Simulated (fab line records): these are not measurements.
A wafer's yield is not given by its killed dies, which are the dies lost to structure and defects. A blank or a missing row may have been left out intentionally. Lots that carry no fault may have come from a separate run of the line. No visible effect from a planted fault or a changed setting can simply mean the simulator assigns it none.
Struck lot and sound lot, side by side / flow sfq line / 43 out of 325 route steps
Sound: wafers L660.2, L660.3, L660.6. Wafers struck: L675.1, L675.4. The cause is given at the end.
Order at every step that has rows: each side's tool, ch and its chambers, its first start. Under that, the readings that differ: sound wafers / struck wafers / difference of the means / sigmas: that difference in standard deviations of wafers without a fault.
alike: readings whose means differ by less than 2 such deviations, and words and numbers that are the same on both sides. not compared: withheld readings, readings that some wafer has no value for, bounds like >300 that may hide the same value, and numbers for which the record gives no deviation and whose values overlap.
A row with sigmas, a row that says differs or no value, or rows on one side alone: a step with any of these is where the two part. Numbers that have no deviation but don't overlap get no sigmas and don't part them. Lack of a reading on every wafer of one side parts them only where that side has two or more wafers.

first, 6 steps without rows for these wafers: SFQ_TRILAYER_M4_LITHO_COAT_098 (resist thk 62 nm); SFQ_TRILAYER_M4_LITHO_COAT_093 (resist thk 600 nm); SFQ_TRILAYER_M4_LITHO_SOFTBAKE_097; SFQ_TRILAYER_M4_LITHO_EXPOSE_094 (exposes mask M4, target cd 500 nm); SFQ_TRILAYER_M4_LITHO_PEB_096 (peb time 60 s); SFQ_TRILAYER_M4_LITHO_DEVELOP_095 (time 60 s).
SFQ_M4_OVL_MEAS_926:
  sound on overlay-01, day 41 06:25; struck on overlay-02, day 49 06:50
  alike: M4_OVL
then, 1 step without rows for these wafers: SFQ_TRILAYER_M4_BARC_OPEN_METAL_ETCH_123 (etches BARC in O2, target depth 125 nm, time 41.7 s).
SFQ_TRILAYER_M4_ETCH_METAL_ETCH_096: etches Nb in Cl2/Ar, stops on SiO2, target depth 240 nm, time 120 s.
  sound on rie metal-04 ch 0,1, day 41 06:31; struck on rie metal-04 ch 0, day 49 06:56
  alike: drypump motor current A, oes product au
  not compared: rf hours counter h
then, 3 steps without rows for these wafers: SFQ_TRILAYER_M4_STRIP_STRIP_097 (strips in O2); SFQ_TRILAYER_M4_STRIP_SOLV_CLEAN_098 (cleans in NMP, time 600 s); SFQ_TRILAYER_I4_DEP_PECVD_099 (deposits SiO2 from SiH4/N2O, time 111.11 s, target thk 500 nm).
SFQ_TRILAYER_I4_CMP_CMP_100: polishes SiO2.
  sound on cmp-02 ch 1,3, day 41 08:13; struck on cmp-02 ch 1,2, day 49 14:26
reading=time to endpoint s (s); sound=219 209 221; struck=277 284; difference=+64; sigmas=+10
reading=model.SiO2_of_TRILAYER_I4_DEP_PECVD_099.thk nm (nm); sound=199.8 199 198.5; struck=303.5 306.3; difference=+105.8; sigmas=
  alike: edge zone pressure frac, motor current A
SFQ_I4_BOW_MEAS_927:
  sound on film metro-04, day 41 11:14; struck on film metro-01, day 49 18:16
reading=I4_BOW (um); sound=3 -4 -11; struck=- -; difference=no value on the struck wafers; sigmas=
SFQ_TRILAYER_I4_METRO_MEASURE_101:
  sound on film metro-04, day 41 11:32; struck on film metro-01, day 49 22:26
reading=thk nm (nm); sound=199.7 199.1 198.4; struck=303.4 306.5; difference=+105.9; sigmas=+99 or more
then, 6 steps without rows for these wafers: SFQ_TRILAYER_I4_VIA_LITHO_COAT_108 (resist thk 62 nm); SFQ_TRILAYER_I4_VIA_LITHO_COAT_103 (resist thk 650 nm); SFQ_TRILAYER_I4_VIA_LITHO_SOFTBAKE_107; SFQ_TRILAYER_I4_VIA_LITHO_EXPOSE_104 (exposes mask I4, target cd 700 nm); SFQ_TRILAYER_I4_VIA_LITHO_PEB_106 (peb time 60 s); SFQ_TRILAYER_I4_VIA_LITHO_DEVELOP_105 (time 60 s).
-- the record jumps here: 5 days lie between the struck wafers' starts before and after --
SFQ_I4_OVL_MEAS_928:
  sound on overlay-01, day 47 06:53; struck on overlay-01, day 55 00:17
  alike: I4_OVL
SFQ_TRILAYER_I4_VIA_BARC_OPEN_VIA_ETCH_146: etches BARC in O2, target depth 125 nm, time 41.7 s.
  sound on rie diel-04 ch 0,3, day 47 06:55; struck on rie diel-02 ch 1,2, day 55 00:19
  alike: drypump motor current A, oes product au
  not compared: rf hours counter h
SFQ_TRILAYER_I4_VIA_ETCH_VIA_ETCH_106: etches SiO2 in CHF3, stops on Nb, target depth 260 nm.
  sound on rie diel-04 ch 0,3, day 47 06:58; struck on rie diel-02 ch 1,2, day 55 00:22
reading=oes product au (a.u.); sound=0.863 0.853 0.840; struck=1.005 0.996; difference=+0.148; sigmas=+29
reading=model.etch.depth nm (nm); sound=199.8 199 198.5; struck=261.7 260.1; difference=+61.8; sigmas=
reading=model.I4.feature depth nm (nm); sound=199.8 199 198.5; struck=261.7 260.1; difference=+61.8; sigmas=
  alike: drypump motor current A
SFQ_TRILAYER_I4_VIA_STRIP_STRIP_107: strips in O2.
  sound on rie metal-02 ch 0,1, day 47 07:04; struck on rie metal-04 ch 0,1, day 55 00:28
  alike: drypump motor current A, oes product au
  not compared: rf hours counter h
then, 3 steps without rows for these wafers: SFQ_TRILAYER_I4_VIA_STRIP_SOLV_CLEAN_108 (cleans in NMP, time 600 s); SFQ_TRILAYER_JJ_TRILAYER_DEP_PRE_CLEAN_113 (time 22.5 s); SFQ_TRILAYER_JJ_TRILAYER_DEP_SPUTTER_109 (material Nb, target thk 150 nm, time 100 s).
SFQ_TRILAYER_JJ_TRILAYER_DEP_SPUTTER_110: material Al, target thk 8 nm, time 10 s.
  sound on pvd sputter-05, day 47 07:57; struck on pvd sputter-06, day 55 01:22
  alike: throttle valve pct
then, 1 step without rows for these wafers: SFQ_TRILAYER_JJ_TRILAYER_DEP_AL_OXIDATION_111 (oxidation time 600 s).
SFQ_TRILAYER_JJ_TRILAYER_DEP_SPUTTER_112: material Nb, target thk 170 nm, time 113.3 s.
  sound on pvd sputter-05, day 47 08:58; struck on pvd sputter-06, day 55 02:23
  alike: substrate temp c, throttle valve pct
SFQ_JJ_RS_MEAS_929: measures by four-point-probe.
  sound on film metro-04, day 47 09:04; struck on film metro-04, day 55 02:28
reading=JJ_NB_RS (ohm/sq); sound=1.046 1.041 1.035; struck=1.060 1.066; difference=+0.022; sigmas=+3
then, 6 steps without rows for these wafers: SFQ_TRILAYER_JJ_CE_LITHO_COAT_119 (resist thk 62 nm); SFQ_TRILAYER_JJ_CE_LITHO_COAT_114 (resist thk 600 nm); SFQ_TRILAYER_JJ_CE_LITHO_SOFTBAKE_118; SFQ_TRILAYER_JJ_CE_LITHO_EXPOSE_115 (exposes mask J5, target cd 700 nm); SFQ_TRILAYER_JJ_CE_LITHO_PEB_117 (peb time 60 s); SFQ_TRILAYER_JJ_CE_LITHO_DEVELOP_116 (time 60 s).
-- the record jumps here: 4 days lie between the struck wafers' starts before and after --
SFQ_JJ_OVL_MEAS_931:
  sound on overlay-02, day 53 05:05; struck on overlay-02, day 59 12:55
  alike: J5_OVL
then, 2 steps without rows for these wafers: SFQ_TRILAYER_JJ_CE_METRO_MEASURE_117; SFQ_TRILAYER_JJ_CE_BARC_OPEN_RIE_150 (chemistry O2, target BARC, target depth 240 nm, time 80 s).
-- the record jumps here: 5 days lie between the struck wafers' starts before and after --
SFQ_TRILAYER_M5_ETCH_METAL_ETCH_126: etches Nb in Cl2/BCl3, stops on SiO2, time 203.2 s, target depth 265 nm.
  sound on rie metal-04 ch 0,1, day 58 05:49; struck on rie metal-04 ch 0,1, day 64 11:59
reading=model.SiO2_of_TRILAYER_I4_DEP_PECVD_099.thk nm (nm); sound=180 179 178.4; struck=283.8 286.5; difference=+106.0; sigmas=
  alike: drypump motor current A, oes product au
  not compared: rf hours counter h
-- the record jumps here: 18 days lie between the struck wafers' starts before and after --
SFQ_M8_BOW_MEAS_951:
  sound on film metro-01, day 72 02:17; struck on film metro-03, day 82 06:59
reading=M8_BOW (um); sound=10 4 -4; struck=34 20; difference=+24; sigmas=+2
reading=model.etest.i4.link ohm; sound=2.189 2.203 2.187; struck=1e+06 1e+06; difference=+1e+06; sigmas=

== WHERE THEY PART ==
First at SFQ_TRILAYER_I4_CMP_CMP_100; last, within this record, at SFQ_M8_BOW_MEAS_951.

WHY: the cause the simulator had injected
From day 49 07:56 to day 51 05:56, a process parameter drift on cmp-02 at SFQ_TRILAYER_I4_CMP_CMP_100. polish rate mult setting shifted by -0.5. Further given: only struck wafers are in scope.
